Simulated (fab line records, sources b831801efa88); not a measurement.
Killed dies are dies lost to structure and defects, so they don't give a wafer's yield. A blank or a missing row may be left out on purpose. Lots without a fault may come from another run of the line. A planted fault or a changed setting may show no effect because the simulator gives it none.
A struck lot beside a sound one | flow sky130 | 20 steps out of a route of 708
Sound: wafers L677.1, L677.2, L677.6. Struck: wafers L673.2, L673.3, L673.4. The cause comes at the end.
At each step with rows: each side's tool, then ch and its chambers, then its first start. Under that, the readings that differ: sound wafers | struck wafers | difference of the means | sigmas: that difference in standard deviations of wafers without a fault.
alike: readings whose means differ by less than 2 such deviations, and words and numbers that are the same on both sides. not compared: withheld readings, readings that some wafer has no value for, bounds like >300 that may hide the same value, and numbers for which the record gives no deviation and whose values overlap.
The two part at a step that has a row with sigmas, a row that says differs or no value, or rows on one side only. Numbers that don't overlap but have no deviation are shown without sigmas and don't part them. A reading that every wafer of one side lacks parts them only if that side has two wafers or more.

SKY_METAL3_SPUTTER_01: material TiN, target thk 20 nm, time 16.7 s.
  sound on pvd_sputter-03, day 41 12:32; struck on pvd_sputter-02, day 40 12:56
  alike: throttle_valve_pct
then, 1 step without rows for these wafers: SKY_METAL3_SPUTTER_02 (material AlCu, target thk 735 nm, time 39.1 s).
SKY_METAL3_SPUTTER_03: material Ti, target thk 5 nm, time 3.3 s.
  sound on pvd_sputter-03, day 41 12:36; struck on pvd_sputter-02, day 40 13:00
  alike: throttle_valve_pct
SKY_METAL3_SPUTTER_04: material TiN, target thk 70 nm, time 58.3 s.
  sound on pvd_sputter-03, day 41 12:37; struck on pvd_sputter-02, day 40 13:01
  alike: throttle_valve_pct
SKY_CAPM_CVD_00: deposits SiO2, target thk 15.5 nm.
  sound on pecvd-03 ch 0,1,2, day 41 12:40; struck on pecvd-03 ch 1,2, day 40 13:04
  alike: heater_power_w
SKY_CAPM_THK_MEAS_01:
  sound on film_metro-03, day 41 12:41; struck on film_metro-04, day 40 13:06
  alike: CAPM_CVD_00_THK
SKY_CAPM_SPUTTER_02: material TiN, target thk 200 nm, time 174.7 s.
  sound on pvd_sputter-01, day 41 12:45; struck on pvd_sputter-04, day 40 13:09
  alike: throttle_valve_pct
SKY_CAPM_RS_MEAS_03: measures by four-point-probe.
  sound on film_metro-03, day 41 12:52; struck on film_metro-04, day 40 13:17
  alike: CAPM_TIN_RS
SKY_CAPM_THK_MEAS_04: measures by xrf.
  sound on film_metro-03, day 41 12:59; struck on film_metro-04, day 40 13:23
  alike: CAPM_TIN_THK
then, 3 steps without rows for these wafers: SKY_CAPM_DEHYDRATE_05 (time 60 s); SKY_CAPM_HMDS_06 (prime time 60 s); SKY_CAPM_COAT_07 (resist thk 1140 nm).
SKY_CAPM_SOFTBAKE_08: time 60 s.
  sound on litho_track-02 ch 0, day 42 00:02; struck on litho_track-03 ch 0, day 41 01:10
  reading                                   | sound             | struck            | difference | sigmas
  heater_power_total_W (W)                  | 56.59 56.57 56.52 | 58.50 58.41 58.52 | +1.92      | +42
  plate_temp_C (C)                          | 89.82 90.03 90.14 | 91.99 92.01 92.02 | +2.01      | +15
  model.NOVOLAK_of_CAPM_COAT_07.thk_nm (nm) | 1142 1138 1138    | 1134 1134 1133    | -6         |
  alike: exhaust_pa
then, 3 steps without rows for these wafers: SKY_CAPM_EXPOSE_09 (exposes mask CAPM, target cd 1000 nm); SKY_CAPM_PEB_10; SKY_CAPM_DEVELOP_11 (develop time 60 s).
SKY_CAPM_OVL_MEAS_12:
  sound on overlay-02, day 42 12:14; struck on overlay-01, day 41 13:21
  alike: CAPM_OVL
SKY_CAPM_METAL_ETCH_13: etches TiN in Cl2/BCl3, stops on SiO2, target depth 220 nm, time 62.9 s.
  sound on rie_metal-04 ch 0,1, day 42 12:17; struck on rie_metal-03 ch 0,1, day 41 13:23
  alike: drypump_motor_current_A, oes_product_au, throttle_valve_pct
  not compared: rf_hours_counter_h, model.NOVOLAK_of_CAPM_COAT_07.thk_nm
then, 1 step without rows for these wafers: SKY_CAPM_STRIP_14 (strips in O2/N2).
SKY_PAD_OPEN_PROBE_99:
  the record has rows for the sound wafers here (prober-02, day 49 17:10) and none for the struck ones

WHERE THEY PART
First at SKY_CAPM_SOFTBAKE_08; last, within this record, at SKY_PAD_OPEN_PROBE_99.

WHY: what the simulator had put in
Process parameter drift: litho_track-03, from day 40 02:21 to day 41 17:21, at SKY_CAPM_SOFTBAKE_08. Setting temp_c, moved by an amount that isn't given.
